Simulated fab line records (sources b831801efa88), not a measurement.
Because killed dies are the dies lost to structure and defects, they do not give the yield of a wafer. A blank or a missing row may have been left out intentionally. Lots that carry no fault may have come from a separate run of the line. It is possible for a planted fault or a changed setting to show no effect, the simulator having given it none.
Which tool did it? | flow sky130 | 13 lots with 37 wafers sampled at 4 steps, on a route of 708 steps

== WHAT THE GAUGES READ, wafer by wafer ==
SKY_VIA3_OVL_MEAS_13.
lot  | measured     | on         | VIA3_OVL (nm)
L385 | day 39 11:55 | overlay-01 | 4 4 6
L388 | day 40 17:31 | overlay-01 | 13 11 14
L390 | day 40 22:26 | overlay-01 | 0 -1 -5
L391 | day 41 08:40 | overlay-02 | 6 0 -1
L392 | day 41 15:36 | overlay-01 | 8 2 11
L393 | day 42 02:08 | overlay-02 | 12 4 10
L395 | day 42 22:16 | overlay-01 | 7 3 6
L396 | day 43 05:17 | overlay-02 | 6 -1 0
L399 | day 43 13:46 | overlay-02 | 1 -5
L400 | day 43 22:05 | overlay-02 | 9 11 8
L401 | day 44 05:36 | overlay-01 | 0 -3 -9
L402 | day 44 10:07 | overlay-01 | -1 7
L407 | day 45 08:03 | overlay-02 | 7 5 0

SKY_CAP2M_THK_MEAS_01.
lot  | measured     | on            | CAP2M_CVD_00_THK (nm)
L385 | day 39 13:29 | film metro-03 | 15.27 15.53 15.54
L388 | day 40 19:07 | film metro-03 | 15.33 15.53 15.83
L390 | day 41 00:01 | film metro-04 | 15.61 15.54 15.72
L391 | day 41 10:40 | film metro-04 | 15.66 15.50 15.24
L392 | day 41 17:17 | film metro-03 | 15.41 15.66 15.38
L393 | day 42 03:49 | film metro-01 | 15.47 15.49 15.55
L395 | day 42 23:59 | film metro-04 | 15.50 15.72 15.87
L396 | day 43 06:52 | film metro-04 | 15.15 15.70 15.36
L399 | day 43 15:22 | film metro-01 | 15.64
L400 | day 43 23:40 | film metro-03 | 15.58 15.74
L401 | day 44 07:13 | film metro-03 | 15.75 15.49 15.60
L402 | day 44 11:43 | film metro-03 | 15.65
L407 | day 45 09:38 | film metro-03 | 15.11 15.41 15.40

== WHAT TOOL EACH LOT RAN ON (gives the tool, then ch and the chambers of the sampled wafers, and finally the start) ==
lot  | SKY_VIA3_CMP_24               | SKY_METAL4_SPUTTER_03
L385 | cmp-01 ch 0,2,3, day 39 13:03 | pvd sputter-03, day 39 13:23
L388 | cmp-01 ch 0,1,2, day 40 18:39 | pvd sputter-03, day 40 19:02
L390 | cmp-02 ch 0,3, day 40 23:33   | pvd sputter-03, day 40 23:53
L391 | cmp-02 ch 0,2,3, day 41 10:11 | pvd sputter-02, day 41 10:35
L392 | cmp-02 ch 1,2,3, day 41 16:49 | pvd sputter-03, day 41 17:11
L393 | cmp-01 ch 0,2,3, day 42 03:20 | pvd sputter-03, day 42 03:43
L395 | cmp-02 ch 1,3, day 42 23:32   | pvd sputter-01, day 42 23:52
L396 | cmp-01 ch 1,3, day 43 06:23   | pvd sputter-02, day 43 06:46
L399 | cmp-01 ch 0,1, day 43 14:51   | pvd sputter-01, day 43 15:15
L400 | cmp-01 ch 0,3, day 43 23:11   | pvd sputter-01, day 43 23:34
L401 | cmp-02 ch 1,2,3, day 44 06:44 | pvd sputter-03, day 44 07:07
L402 | cmp-01 ch 1,3, day 44 11:16   | pvd sputter-01, day 44 11:36
L407 | cmp-02 ch 0,1,2, day 45 09:11 | pvd sputter-03, day 45 09:32
- SKY_VIA3_CMP_24: polishes, stops on SiO2, t overpolish 20 s, target thk 0 nm.
- SKY_METAL4_SPUTTER_03: material Ti, target thk 5 nm, time 3.3 s.

== WHAT THE TOOLS THEMSELVES READ (means of the sampled wafers that have a number; where no wafer has one, the mark that the record gives instead) ==
SKY_VIA3_CMP_24.
lot  | tool   | motor current A (A) | overpolish run s (s) | time to endpoint s (s)
L385 | cmp-01 | 11.6                | 20.002               | 96
L388 | cmp-01 | 10.4                | 20.010               | 98
L390 | cmp-02 | 10.0                | 19.996               | 91
L391 | cmp-02 | 10.9                | 19.990               | 90
L392 | cmp-02 | 11.6                | 19.994               | 91
L393 | cmp-01 | 11.1                | 19.990               | 95
L395 | cmp-02 | 11.0                | 19.995               | 90
L396 | cmp-01 | 12.1                | 20.001               | 98
L399 | cmp-01 | 10.4                | 10.017               | 123
L400 | cmp-01 | 12.5                | 13.349               | 115
L401 | cmp-02 | 11.6                | 19.993               | 94
L402 | cmp-01 | 12.8                | 10.025               | 121
L407 | cmp-02 | 11.5                | 19.993               | 97

SKY_METAL4_SPUTTER_03.
lot  | tool           | throttle valve pct (%)
L385 | pvd sputter-03 | 31.1
L388 | pvd sputter-03 | 30.7
L390 | pvd sputter-03 | 30.4
L391 | pvd sputter-02 | 29.3
L392 | pvd sputter-03 | 30.3
L393 | pvd sputter-03 | 30.9
L395 | pvd sputter-01 | 29.4
L396 | pvd sputter-02 | 29.6
L399 | pvd sputter-01 | 30.8
L400 | pvd sputter-01 | 29.0
L401 | pvd sputter-03 | 30.9
L402 | pvd sputter-01 | 30.2
L407 | pvd sputter-03 | 30.9

== THE ANSWER, worked out from the rows above alone ==
Rule: what is usual is taken from the lots themselves. Put in order of their means at a reading, lots are off if they are a third of the lots or fewer, leave a main group of 4 or more, and stand apart from it by a gap of 3 or more times the standard deviation of the main group's means; of several such gaps the widest counts. If all means in a main group match to the digits the tables above print for the reading, that group is not used. Also off: a lot with no number at a reading for which 4 or more lots have one. The other lots that the step has rows for count as sound. First the gauges in route order, then the tools' own readings, where a lot's mean is used as printed above. At the first step where some lot is off, the reading lying furthest off is the one used; lots without a number count as furthest.
Off: L399, L400, L402, at SKY_VIA3_CMP_24 (overpolish run s). The main group: mean 19.996 s, standard deviation 0.0059.
If a tool, at that step or one of the process steps before it, ran each lot that is off and ran no sound lot following the first of them, it fits. One candidate fits, namely cmp-01 at SKY_VIA3_CMP_24. A fault onset in the window from L396 (day 43 06:23, its last sound lot) to L399 (day 43 14:51, its first lot off) fits.
The tool's own readings at SKY_VIA3_CMP_24 bear it out: on the lots that are off they differ by more than 5 times the standard deviation of the sound lots' means. overpolish run s reads 11.130 s there against 19.996 s on the sound lots; time to endpoint s reads 120 s there against 94 s on the sound lots.

== WHAT HAD BEEN PUT IN BY THE SIMULATOR ==
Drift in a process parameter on cmp-01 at SKY_VIA3_CMP_24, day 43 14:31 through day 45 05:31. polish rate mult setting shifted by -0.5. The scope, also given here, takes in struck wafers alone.
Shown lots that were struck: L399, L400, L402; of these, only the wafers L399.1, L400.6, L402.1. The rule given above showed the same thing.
